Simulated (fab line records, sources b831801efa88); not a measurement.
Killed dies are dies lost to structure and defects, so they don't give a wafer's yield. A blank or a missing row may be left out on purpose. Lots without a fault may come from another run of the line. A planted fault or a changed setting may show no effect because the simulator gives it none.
Chamber matching | flow gf180mcu | GF_V4_CMP_04 on cmp-01: 4 sister chambers
The step polishes SiO2. 4 wafers are shown with their chamber, then 12 later ones without.

WAFERS WITH THEIR CHAMBER
wafer  | chamber | motor_current_A (A)
L090.5 | 0       | 11.7
L090.6 | 1       | 13.1
L091.5 | 2       | 12.1
L091.6 | 3       | 12.1

WAFERS WITHOUT THEIR CHAMBER
wafer  | motor_current_A (A)
L093.3 | 11.5
L093.5 | 13.1
L093.6 | 11.8
L095.2 | 11.8
L095.3 | 11.9
L095.4 | 12.3
L096.3 | 12.9
L096.5 | 11.6
L096.6 | 12.5
L097.1 | 12.5
L097.4 | 10.9
L097.6 | 13.4

WHICH CHAMBER EACH WENT THROUGH
wafer  | from the rows above               | in truth
L093.3 | can't be placed: 0 or 2 or 3      | 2
L093.5 | 1                                 | 1
L093.6 | can't be placed: 0 or 2 or 3      | 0
L095.2 | can't be placed: 0 or 2 or 3      | 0
L095.3 | can't be placed: 2 or 3 or 0      | 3
L095.4 | can't be placed: 2 or 3 or 0 or 1 | 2
L096.3 | can't be placed: 1 or 2 or 3      | 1
L096.5 | can't be placed: 0 or 2 or 3      | 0
L096.6 | can't be placed: 2 or 3 or 1 or 0 | 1
L097.1 | can't be placed: 2 or 3 or 1 or 0 | 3
L097.4 | can't be placed: 0 or 2 or 3      | 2
L097.6 | 1                                 | 1
Placed correctly: 2 of 12. Can't be placed from these rows: 10 (the true chamber is among the candidates in 10). Placed wrongly: 0.
How it was worked out, from the rows above alone: a wafer's distance from a chamber is the root of the sum, over the readings, of the square of ((its reading less the chamber's mean) divided by the reading's scatter). The wafer belongs to the nearest chamber; if the next one is less than 2 further off, it can't be placed. A chamber's mean is the mean of its shown wafers. The scatter: with one shown wafer a chamber, the root of the mean of the squares of how far each hidden wafer lies from its nearest shown one.
